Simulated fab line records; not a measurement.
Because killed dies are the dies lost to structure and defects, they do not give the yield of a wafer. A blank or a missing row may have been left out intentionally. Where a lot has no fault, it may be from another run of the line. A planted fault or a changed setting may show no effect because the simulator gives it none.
fab line records    flow sky130
record: lots: 13  wafers: 39  lastDay: 50
route steps=708 shown LI_CONTACT@375 LOCAL_INTERCONNECT@389 PAD_OPEN@708
lots untouched by any fault: they come from a run of this same line in which no faults occurred
startH: start of the lot's first displayed wafer, in hours after the record's first day    waitH: hours since the lot's step before    " same as the row above    L1.1+2: a single row standing in for several wafers    - no value present, or no start provided    * or withheld: withheld    < > ~ a bound
route shown NAME@n: a module of which the file shows steps, and the number in the route of the first    usual: mean/standard deviation taken from wafers without a fault    same: alike in all rows    chamber/n: place in a boat    sites: readings site by site    _std_site: standard deviation of those values    _edge_site: outer sites' mean less inner sites'    radiusMm: how far each site lies from the wafer's centre    mask NAME#n: copy n    behind: the most recent tool/chamber to have shaped the wafer    hold: the reason the lot was held/the length of the hold in hours/how it ended    device: the transistor (n, p or np) that didn't switch    end of line: the same wafers' tests at the end of the route    a step with no rows: only its recipe    killed: count of dies lost to structure and defects at first sort (not the wafer's yield)    map: the dies of a wafer, with x for killed, . for not killed, _ for no die there
set.NAME: the setting as run; set.NAME@STEP: as run at that earlier step    model.NAME: the simulator's own value behind a step, which no gauge read
the route's steps for a sample of lots (tables are steps, rows are wafers)
services: a tool's chamber out of use, with start hour (startH, from the record's first day; less than 0 if before it), hours out, and reason
== steps ==
step: SKY_LI_CONTACT_OVL_MEAS_13
usual: LI_CONTACT_OVL: -2/5.6
lot.wafer  tool        chamber  startH  waitH  LI_CONTACT_OVL[nm]
L804.1     overlay-01  -        674.62  0.1    3
L804.4     "           -        "       "      -2
L804.5     "           -        "       "      5
L805.1     overlay-01  -        694.45  0.1    -1
L805.3     "           -        "       "      0
L805.5     "           -        "       "      -1
L808.2     overlay-01  -        723.57  0.1    -2
L808.4     "           -        "       "      2
L808.5     "           -        "       "      -3
L807.3     overlay-01  -        725.13  0.1    -16
L807.4     "           -        "       "      -4
L807.6     "           -        "       "      -13
L812.1     overlay-02  -        743.77  0.1    -1
L812.5     "           -        "       "      2
L812.6     "           -        "       "      -4
L816.1     overlay-01  -        789.17  0.1    1
L816.2     "           -        "       "      -8
L816.4     "           -        "       "      -1
L817.2     overlay-02  -        790.61  0.1    -1
L817.3     "           -        "       "      2
L817.6     "           -        "       "      0
L818.3     overlay-02  -        797.32  0.1    1
L818.4     "           -        "       "      -6
L818.5     "           -        "       "      3
L821.2     overlay-01  -        826.91  0.1    -10
L821.5     "           -        "       "      -12
L821.6     "           -        "       "      -7
L822.2     overlay-01  -        832.12  0.1    -3
L822.3     "           -        "       "      2
L822.5     "           -        "       "      -4
L823.2     overlay-02  -        833.86  0.1    -2
L823.3     "           -        "       "      -8
L823.5     "           -        "       "      -2
L824.1     overlay-01  -        844.00  0.1    5
L824.2     "           -        "       "      9
L824.3     "           -        "       "      3
L825.1     overlay-01  -        847.30  0.1    -2
L825.3     "           -        "       "      0
L825.6     "           -        "       "      5
step: SKY_LI_CONTACT_SPUTTER_20
recipe: material: TiN  targetThkNm: 20  chamberPressurePa: 5  powerW: 4000  timeS: 80
usual: cathodeDcPowerW: 4000.0/0.69  chamberPressurePa: 5.000/0.0098  throttleValvePct: 30.3/0.65
lot.wafer  tool           chamber  startH  waitH  cathodeDcPowerW  chamberPressurePa  throttleValvePct
L804.1     pvdSputter-03  -        675.15  0.0    4001.2           4.998              29.2
L804.4     "              -        "       "      3999.7           4.989              30.6
L804.5     "              -        "       "      3999.6           5.000              30.6
L805.1     pvdSputter-04  -        695.00  0.0    3999.7           5.004              31.2
L805.3     "              -        "       "      4000.1           5.006              31.2
L805.5     "              -        "       "      3999.9           5.027              30.9
L808.2     pvdSputter-04  -        724.10  0.0    4000.6           5.012              29.8
L808.4     "              -        "       "      3998.9           5.007              31.5
L808.5     "              -        "       "      3999.0           4.994              31.0
L807.3     pvdSputter-03  -        725.67  0.0    3999.9           5.010              30.0
L807.4     "              -        "       "      4000.6           4.996              30.4
L807.6     "              -        "       "      4000.1           5.003              30.5
L812.1     pvdSputter-03  -        744.30  0.0    4000.8           5.010              29.1
L812.5     "              -        "       "      4000.7           5.006              29.1
L812.6     "              -        "       "      3999.9           5.009              29.7
L816.1     pvdSputter-03  -        789.88  0.0    -                -                  -
L816.2     "              -        "       "      -                -                  -
L816.4     "              -        "       "      -                -                  -
L817.2     pvdSputter-04  -        791.14  0.0    -                -                  -
L817.3     "              -        "       "      -                -                  -
L817.6     "              -        "       "      -                -                  -
L818.3     pvdSputter-03  -        798.01  0.0    -                -                  -
L818.4     "              -        "       "      -                -                  -
L818.5     "              -        "       "      -                -                  -
L821.2     pvdSputter-03  -        827.46  0.0    3999.3           5.000              30.3
L821.5     "              -        "       "      4000.3           5.005              30.6
L821.6     "              -        "       "      4001.1           5.016              30.0
L822.2     pvdSputter-04  -        832.65  0.0    4000.3           4.994              31.1
L822.3     "              -        "       "      3999.7           5.019              31.0
L822.5     "              -        "       "      4001.0           4.993              29.8
L823.2     pvdSputter-03  -        834.39  0.0    3999.1           5.010              29.2
L823.3     "              -        "       "      4000.1           4.993              30.5
L823.5     "              -        "       "      4000.6           4.998              30.4
L824.1     pvdSputter-03  -        844.54  0.0    4001.2           5.001              29.0
L824.2     "              -        "       "      3999.5           5.001              29.9
L824.3     "              -        "       "      4000.2           5.001              30.3
L825.1     pvdSputter-01  -        847.84  0.0    3999.9           4.992              29.8
L825.3     "              -        "       "      3999.8           5.002              30.7
L825.6     "              -        "       "      4001.1           5.005              30.7
step: SKY_LOCAL_INTERCONNECT_THK_MEAS_02
recipe: thkMeasGauge: xrf  reads: TiN_of_LOCAL_INTERCONNECT_SPUTTER_00
usual: LOCAL_INTERCONNECT_TIN_THK: 99.7/1.7
lot.wafer  tool          chamber  startH  waitH  LOCAL_INTERCONNECT_TIN_THK[nm]
L804.1     filmMetro-04  -        676.00  0.1    96.8
L804.4     "             -        "       "      97.2
L804.5     "             -        "       "      96.6
L805.1     filmMetro-03  -        695.85  0.1    100.1
L805.3     "             -        "       "      100.2
L805.5     "             -        "       "      100.3
L808.2     filmMetro-04  -        724.96  0.1    98.4
L808.4     "             -        "       "      98.7
L808.5     "             -        "       "      98.3
L807.3     filmMetro-01  -        726.54  0.1    99.1
L807.4     "             -        "       "      98.5
L807.6     "             -        "       "      98.4
L812.1     filmMetro-01  -        745.17  0.1    100.2
L812.5     "             -        "       "      103.2
L812.6     "             -        "       "      100.4
L821.2     filmMetro-01  -        828.32  0.1    99.2
L821.5     "             -        "       "      101.1
L821.6     "             -        "       "      100.6
L822.2     filmMetro-04  -        833.64  0.1    99.8
L822.3     "             -        "       "      99.3
L822.5     "             -        "       "      99.0
L823.2     filmMetro-03  -        835.25  0.1    100.5
L823.3     "             -        "       "      99.9
L823.5     "             -        "       "      99.5
L824.1     filmMetro-03  -        845.39  0.1    99.8
L824.2     "             -        "       "      98.4
L824.3     "             -        "       "      99.9
L825.1     filmMetro-03  -        848.69  0.1    99.7
L825.3     "             -        "       "      100.9
L825.6     "             -        "       "      99.4
step: SKY_LOCAL_INTERCONNECT_ETCH_13
recipe: chemistry: N2/H2  target: BARC  ionEnergyEv: 200  biasW: 100  pressureMtorr: 30  n2FlowSccm: 100  h2FlowSccm: 200  icpW: 500  stopOn: SiO2  timeS: 45.9  targetDepthA: 600
usual: biasW: 99.9/0.35  drypumpMotorCurrentA: 5.5/0.52  oesProductAu: 0.854/0.0046  rfFwdPowerW: 494.9/1.8  throttleValvePct: 13.225/0.0089
lot.wafer  tool         chamber  startH  waitH  biasW  drypumpMotorCurrentA  oesProductAu  rfFwdPowerW  rfHoursCounterH  throttleValvePct
L804.1     rieMetal-03  1        703.74  0.0    100.2  6.5                   0.852         492.5        12               13.224
L804.4     "            1        "       "      100.0  6.5                   0.857         494.1        -                13.231
L804.5     "            1        "       "      100.2  6.5                   0.853         493.7        -                13.224
L805.1     rieMetal-03  1        723.67  0.0    100.3  6.5                   0.846         497.9        12               13.230
L805.3     "            1        "       "      99.9   6.5                   0.859         496.5        -                13.223
L805.5     "            1        "       "      100.3  6.5                   0.860         495.4        -                13.226
L808.2     rieMetal-02  0        753.19  0.0    99.7   5.3                   0.859         493.7        14               13.247
L808.4     "            1        "       "      100.0  5.1                   0.849         493.5        -                13.223
L808.5     "            1        "       "      99.9   5.1                   0.849         492.7        -                13.227
L807.3     rieMetal-04  0        754.11  0.0    100.0  5.0                   0.844         496.3        -                13.230
L807.4     "            1        "       "      100.0  5.9                   0.855         493.9        -                13.217
L807.6     "            1        "       "      100.4  5.9                   0.848         496.5        -                13.222
L812.1     rieMetal-02  0        772.24  0.0    99.8   5.3                   0.853         497.6        14               13.217
L812.5     "            1        "       "      100.0  5.1                   0.858         494.0        -                13.226
L812.6     "            0        "       "      100.0  5.3                   0.853         497.0        -                13.231
L821.2     rieMetal-04  0        853.84  0.0    100.3  5.0                   0.855         496.3        2                13.225
L821.5     "            0        "       "      100.0  5.0                   0.860         497.4        -                13.235
L821.6     "            1        "       "      100.1  5.9                   0.854         494.2        -                13.231
L822.2     rieMetal-03  1        859.54  0.0    99.4   6.5                   0.857         497.2        -                13.239
L822.3     "            1        "       "      99.6   6.5                   0.859         496.5        -                13.204
L822.5     "            1        "       "      99.2   6.5                   0.849         497.2        -                13.223
L823.2     rieMetal-04  1        861.19  0.0    99.3   5.9                   0.855         495.7        3                13.213
L823.3     "            1        "       "      99.5   5.8                   0.855         496.1        -                13.217
L823.5     "            0        "       "      99.9   5.0                   0.855         496.2        -                13.213
L824.1     rieMetal-04  1        870.99  0.0    100.5  5.9                   0.854         493.9        3                13.226
L824.2     "            0        "       "      100.1  5.0                   0.852         495.9        2                13.229
L824.3     "            1        "       "      100.1  5.9                   0.855         496.9        -                13.223
L825.1     rieMetal-03  0        875.42  0.0    100.0  5.5                   0.850         493.6        0                13.216
L825.3     "            1        "       "      99.8   6.5                   0.855         495.1        -                13.220
L825.6     "            0        "       "      100.3  5.5                   0.847         491.9        -                13.257
step: SKY_PAD_OPEN_PROBE_99
usual: killed_at_M0_to_M3: 44/6.9  killed_at_M4_up: 3.3/1.8  killedAtContacts: 24/5  killedAtFrontEnd: 16/4.6  killedAtOther: 0.2/0.42  killedDies: 88/9.2  killedOnRim: 17/3.5  killedOpen: 48/7.3  killedShort: 40/6.5
same: grossDies: 492  killedAtBackSide: 0
lot.wafer  tool       chamber  startH   waitH  killed_at_M0_to_M3  killed_at_M4_up  killedAtContacts  killedAtFrontEnd  killedAtOther  killedDies  killedOnRim  killedOpen  killedShort
L805.1     prober-01  -        1087.08  0.1    44                  3                24                13                1              85          18           36          49
L805.3     prober-01  -        1087.18  0.2    53                  6                28                15                0              102         19           50          52
L805.5     prober-01  -        1087.28  0.2    50                  7                28                12                0              97          27           51          46
L807.3     prober-02  -        1112.29  0.2    35                  3                25                19                0              82          11           44          38
L807.4     prober-02  -        1112.34  0.2    48                  4                21                19                0              92          10           51          40
L807.6     prober-02  -        1112.44  0.2    39                  3                20                14                0              76          17           40          35
L816.1     prober-02  -        1157.27  0.1    43                  1                433               15                0              492         96           50          34
L816.2     prober-02  -        1157.32  0.1    37                  3                440               12                0              492         96           40          41
L816.4     prober-02  -        1157.42  0.2    47                  4                428               13                0              492         96           49          49
L817.2     prober-01  -        1158.82  0.1    56                  3                416               16                1              492         96           59          44
L817.3     prober-01  -        1158.87  0.2    42                  6                425               19                0              492         96           47          47
L817.6     prober-01  -        1159.02  0.2    45                  3                429               14                1              492         96           51          30
L818.3     prober-02  -        1164.85  0.2    49                  8                418               17                0              492         96           41          50
L818.4     prober-02  -        1164.90  0.2    45                  1                435               11                0              492         96           62          35
L818.5     prober-02  -        1164.95  0.2    45                  6                423               18                0              492         96           47          47
L821.2     prober-02  -        1181.05  0.1    48                  3                25                18                0              94          25           60          34
L821.5     prober-02  -        1181.20  0.2    33                  4                22                24                0              83          15           41          42
L821.6     prober-02  -        1181.25  0.2    47                  5                17                12                0              81          14           48          32
L822.2     prober-02  -        1187.53  0.1    42                  0                16                20                0              78          16           48          30
L822.3     prober-02  -        1187.58  0.2    40                  2                35                18                1              96          24           52          44
L822.5     prober-02  -        1187.68  0.2    38                  2                22                11                0              73          16           42          31
L823.2     prober-01  -        1187.95  0.1    54                  2                16                15                0              87          20           47          39
L823.3     prober-01  -        1188.00  0.2    42                  3                28                20                0              93          20           43          50
L823.5     prober-01  -        1188.10  0.2    46                  4                31                15                0              96          20           55          41
L824.1     prober-02  -        1192.56  0.1    49                  5                25                20                0              99          17           52          47
L824.2     prober-02  -        1192.61  0.1    42                  5                13                21                0              81          19           39          42
L824.3     prober-02  -        1192.66  0.2    51                  0                21                21                0              93          19           48          45
L825.1     prober-01  -        1195.83  0.1    55                  2                25                19                0              101         23           58          43
L825.3     prober-01  -        1195.93  0.2    51                  3                22                9                 0              85          12           48          37
L825.6     prober-01  -        1196.08  0.2    51                  1                27                22                0              101         21           58          42
killed by level:class
L805.1 CONTACT:geometricParticle:open=11 METAL2:geometricParticle:short=11 VIA1:geometricParticle:short=8 VIA2:geometricParticle:open=7 POLY_GATE:geometricParticle:short=6 LI_CONTACT:geometricParticle:short=5 LI_CONTACT:geometricParticle:open=4 LOCAL_INTERCONNECT:geometricParticle:short=4
L805.3 VIA1:geometricParticle:open=12 CONTACT:geometricParticle:open=11 METAL1:geometricParticle:short=7 VIA1:geometricParticle:short=7 VIA2:geometricParticle:open=6 CONTACT:geometricParticle:short=6 VIA3:geometricParticle:open=6 LOCAL_INTERCONNECT:geometricParticle:short=5
L805.5 CONTACT:geometricParticle:open=13 VIA3:geometricParticle:open=11 VIA1:geometricParticle:open=9 METAL2:geometricParticle:short=8 CONTACT:geometricParticle:short=7 METAL1:geometricParticle:short=7 VIA2:geometricParticle:short=5 POLY_GATE:geometricParticle:open=4
L807.3 CONTACT:geometricParticle:open=9 VIA1:geometricParticle:open=7 CONTACT:geometricParticle:short=6 METAL1:geometricParticle:short=6 FIELD_ISO:geometricParticle:open=5 METAL2:geometricParticle:short=5 POLY_GATE:geometricParticle:short=4 LI_CONTACT:geometricParticle:open=4
L807.4 VIA2:geometricParticle:open=10 CONTACT:geometricParticle:open=9 METAL1:geometricParticle:short=7 LI_CONTACT:geometricParticle:open=6 VIA1:geometricParticle:open=6 VIA3:geometricParticle:open=6 FIELD_ISO:geometricParticle:open=5 VIA1:geometricParticle:short=5
L807.6 VIA1:geometricParticle:open=7 CONTACT:geometricParticle:open=6 VIA2:geometricParticle:open=6 LI_CONTACT:geometricParticle:open=5 VIA3:geometricParticle:open=5 POLY_GATE:geometricParticle:open=4 CONTACT:geometricParticle:short=4 METAL1:geometricParticle:short=4
L816.1 LI_CONTACT:areaSputter=408 CONTACT:geometricParticle:open=11 VIA2:geometricParticle:open=7 LI_CONTACT:geometricParticle:open=6 POLY_GATE:geometricParticle:open=5 VIA1:geometricParticle:short=5 VIA1:geometricParticle:open=5 METAL2:geometricParticle:short=5
L816.2 LI_CONTACT:areaSputter=411 VIA1:geometricParticle:open=10 LOCAL_INTERCONNECT:geometricParticle:short=9 CONTACT:geometricParticle:short=7 CONTACT:geometricParticle:open=7 METAL1:geometricParticle:short=6 VIA3:geometricParticle:open=6 POLY_GATE:geometricParticle:short=4
L816.4 LI_CONTACT:areaSputter=394 VIA1:geometricParticle:open=14 LI_CONTACT:geometricParticle:open=9 CONTACT:geometricParticle:short=9 VIA3:geometricParticle:open=8 CONTACT:geometricParticle:open=8 METAL1:geometricParticle:short=5 LOCAL_INTERCONNECT:geometricParticle:short=5
L817.2 LI_CONTACT:areaSputter=388 VIA3:geometricParticle:open=12 LI_CONTACT:geometricParticle:open=10 VIA1:geometricParticle:open=9 CONTACT:geometricParticle:open=8 METAL2:geometricParticle:short=8 VIA2:geometricParticle:open=7 VIA3:geometricParticle:short=7
L817.3 LI_CONTACT:areaSputter=397 CONTACT:geometricParticle:open=11 METAL1:geometricParticle:short=10 METAL2:geometricParticle:short=8 VIA1:geometricParticle:open=8 LI_CONTACT:geometricParticle:open=6 VIA3:geometricParticle:open=6 POLY_GATE:geometricParticle:short=4
L817.6 LI_CONTACT:areaSputter=410 VIA1:geometricParticle:open=14 CONTACT:geometricParticle:open=10 VIA2:geometricParticle:open=8 FIELD_ISO:geometricParticle:short=7 CONTACT:geometricParticle:short=4 VIA3:geometricParticle:open=4 POLY_GATE:geometricParticle:open=3
L818.3 LI_CONTACT:areaSputter=401 VIA1:geometricParticle:open=10 CONTACT:geometricParticle:open=8 METAL1:geometricParticle:short=8 METAL4:geometricParticle:short=7 VIA1:geometricParticle:short=6 METAL2:geometricParticle:short=6 VIA2:geometricParticle:open=5
L818.4 LI_CONTACT:areaSputter=395 CONTACT:geometricParticle:open=13 VIA2:geometricParticle:open=13 VIA1:geometricParticle:open=10 CONTACT:geometricParticle:short=10 LI_CONTACT:geometricParticle:open=8 LOCAL_INTERCONNECT:geometricParticle:short=8 VIA3:geometricParticle:open=7
L818.5 LI_CONTACT:areaSputter=398 VIA1:geometricParticle:open=11 VIA1:geometricParticle:short=10 CONTACT:geometricParticle:open=10 METAL1:geometricParticle:short=6 FIELD_ISO:geometricParticle:open=5 METAL2:geometricParticle:short=5 LI_CONTACT:geometricParticle:open=4
L821.2 LI_CONTACT:geometricParticle:open=12 VIA1:geometricParticle:open=9 POLY_GATE:geometricParticle:short=7 VIA3:geometricParticle:open=7 METAL1:geometricParticle:short=6 CONTACT:geometricParticle:open=6 METAL3:geometricParticle:open=5 METAL2:geometricParticle:short=4
L821.5 VIA1:geometricParticle:open=7 POLY_GATE:geometricParticle:short=6 LI_CONTACT:geometricParticle:open=6 VIA2:geometricParticle:open=6 FIELD_ISO:geometricParticle:short=5 LOCAL_INTERCONNECT:geometricParticle:short=5 CONTACT:geometricParticle:open=5 METAL2:geometricParticle:short=5
L821.6 VIA1:geometricParticle:open=12 VIA2:geometricParticle:open=11 CONTACT:geometricParticle:open=9 VIA3:geometricParticle:open=7 METAL1:geometricParticle:short=5 METAL2:geometricParticle:short=5 FIELD_ISO:geometricParticle:short=4 METAL4:geometricParticle:short=3
L822.2 VIA1:geometricParticle:open=10 VIA2:geometricParticle:open=7 FIELD_ISO:geometricParticle:open=6 LI_CONTACT:geometricParticle:open=6 VIA3:geometricParticle:open=6 VIA1:geometricParticle:short=5 POLY_GATE:geometricParticle:short=4 CONTACT:geometricParticle:open=4
L822.3 CONTACT:geometricParticle:open=11 VIA1:geometricParticle:open=9 FIELD_ISO:geometricParticle:open=8 LOCAL_INTERCONNECT:geometricParticle:short=7 LI_CONTACT:geometricParticle:open=6 LI_CONTACT:geometricParticle:short=5 CONTACT:geometricParticle:short=5 METAL1:geometricParticle:short=5
L822.5 LI_CONTACT:geometricParticle:open=7 CONTACT:geometricParticle:open=7 VIA1:geometricParticle:open=7 METAL2:geometricParticle:short=6 FIELD_ISO:geometricParticle:open=5 METAL3:geometricParticle:short=5 VIA3:geometricParticle:open=5 CONTACT:geometricParticle:short=4
L823.2 VIA1:geometricParticle:open=10 VIA2:geometricParticle:open=10 VIA1:geometricParticle:short=8 VIA3:geometricParticle:open=7 LI_CONTACT:geometricParticle:open=6 METAL1:geometricParticle:short=6 CONTACT:geometricParticle:open=5 FIELD_ISO:geometricParticle:short=4
L823.3 CONTACT:geometricParticle:short=8 CONTACT:geometricParticle:open=8 LI_CONTACT:geometricParticle:open=7 VIA2:geometricParticle:short=6 METAL2:geometricParticle:short=6 VIA3:geometricParticle:open=6 POLY_GATE:geometricParticle:open=5 POLY_GATE:geometricParticle:short=5
L823.5 VIA1:geometricParticle:open=15 LI_CONTACT:geometricParticle:open=11 VIA3:geometricParticle:open=8 LOCAL_INTERCONNECT:geometricParticle:short=8 CONTACT:geometricParticle:open=7 FIELD_ISO:geometricParticle:open=6 METAL2:geometricParticle:short=6 CONTACT:geometricParticle:short=4
L824.1 CONTACT:geometricParticle:open=13 METAL1:geometricParticle:short=8 VIA1:geometricParticle:open=8 VIA2:geometricParticle:open=6 POLY_GATE:geometricParticle:open=5 POLY_GATE:geometricParticle:short=5 METAL1:geometricParticle:open=5 METAL2:geometricParticle:short=5
L824.2 VIA1:geometricParticle:open=11 METAL1:geometricParticle:short=10 FIELD_ISO:geometricParticle:open=8 CONTACT:geometricParticle:open=7 VIA1:geometricParticle:short=6 METAL2:geometricParticle:short=5 METAL4:geometricParticle:short=4 FIELD_ISO:geometricParticle:short=3
L824.3 CONTACT:geometricParticle:open=11 VIA1:geometricParticle:short=9 VIA3:geometricParticle:open=9 VIA1:geometricParticle:open=8 VIA2:geometricParticle:short=6 FIELD_ISO:geometricParticle:short=5 POLY_GATE:geometricParticle:open=5 METAL1:geometricParticle:short=5
L825.1 VIA1:geometricParticle:open=13 VIA2:geometricParticle:open=12 CONTACT:geometricParticle:short=8 CONTACT:geometricParticle:open=8 POLY_GATE:geometricParticle:open=7 VIA2:geometricParticle:short=7 LI_CONTACT:geometricParticle:open=6 VIA1:geometricParticle:short=6
L825.3 VIA3:geometricParticle:open=10 METAL2:geometricParticle:open=9 LI_CONTACT:geometricParticle:open=7 VIA2:geometricParticle:open=7 POLY_GATE:geometricParticle:short=6 CONTACT:geometricParticle:open=6 VIA1:geometricParticle:open=6 CONTACT:geometricParticle:short=5
L825.6 VIA1:geometricParticle:open=14 CONTACT:geometricParticle:open=12 VIA2:geometricParticle:open=11 POLY_GATE:geometricParticle:short=8 CONTACT:geometricParticle:short=8 METAL1:geometricParticle:short=8 POLY_GATE:geometricParticle:open=5 LI_CONTACT:geometricParticle:open=4
== services ==
tool           chamber  startH  hours  kind
rieMetal-03    -        666.33  28.1   pm
pvdSputter-03  -        697.02  0.5    repair
rieMetal-02    0        701.99  13.6   repair
pvdSputter-03  2        707.06  -      consumableReplace:kit
pvdSputter-03  2        707.06  18.0   scheduledDown
pvdSputter-03  2        707.06  18.0   ventCycle
pvdSputter-01  -        718.27  99.2   repair
pvdSputter-04  -        737.39  2.1    repair
pvdSputter-04  3        755.14  -      consumableReplace:kit
pvdSputter-04  3        755.14  18.0   scheduledDown
pvdSputter-04  3        755.14  18.0   ventCycle
rieMetal-04    1        770.04  -      clean
rieMetal-04    1        770.04  24.8   scheduledDown
rieMetal-04    1        770.04  24.8   ventCycle
rieMetal-04    0        796.32  -      clean
rieMetal-04    0        796.32  15.1   scheduledDown
rieMetal-04    0        796.32  15.1   ventCycle
rieMetal-02    1        798.45  5.3    repair
pvdSputter-04  -        799.44  1.1    repair
rieMetal-03    1        816.79  -      clean
rieMetal-03    1        816.79  17.5   scheduledDown
pvdSputter-04  -        820.51  9.1    repair
pvdSputter-04  -        862.87  2.7    repair
rieMetal-02    -        870.41  2.1    repair
== key ==
firstSign: step: SKY_LI_CONTACT_SPUTTER_20  reading: toolRecord  direction: missing
effect: step: SKY_PAD_OPEN_PROBE_99  reading: killedAtContacts  direction: up  sigmas: 81  usual: 24  struck: 427
moreKillsBornAt: SKY_LI_CONTACT_SPUTTER_20@pvdSputter-03: 2399  SKY_LI_CONTACT_SPUTTER_20@pvdSputter-04: 1194
metAt SKY_LI_CONTACT_SPUTTER_20
struckLots L816,L817,L818
laterRowsLeftOut L816.1,L816.2,L816.4,L817.2,L817.3,L817.6,L818.3,L818.4,L818.5
testerLeftOut L816,L817,L818
notActingAt SKY_LI_CONTACT_OVL_MEAS_13,SKY_LOCAL_INTERCONNECT_THK_MEAS_02,SKY_LOCAL_INTERCONNECT_ETCH_13
onsetBetween 744.30 789.88
fault: kind: skippedStepWhole  tool: pvdSputter-03,pvdSputter-04  chamber: -  onsetH: 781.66  steps: SKY_LI_CONTACT_SPUTTER_20  scope: struckLotsOnly
testerLeftOut: of these lots the tester's yield and bins aren't shown, on N5 and GAA mostly nor the transistor test; their killed dies are dies lost to structure and defects alone, not to doping, threshold or leakage, so they don't give the yield
laterRowsLeftOut: the simulator's readings of these wafers behind a module that went badly wrong aren't trusted and aren't shown, but for the sort
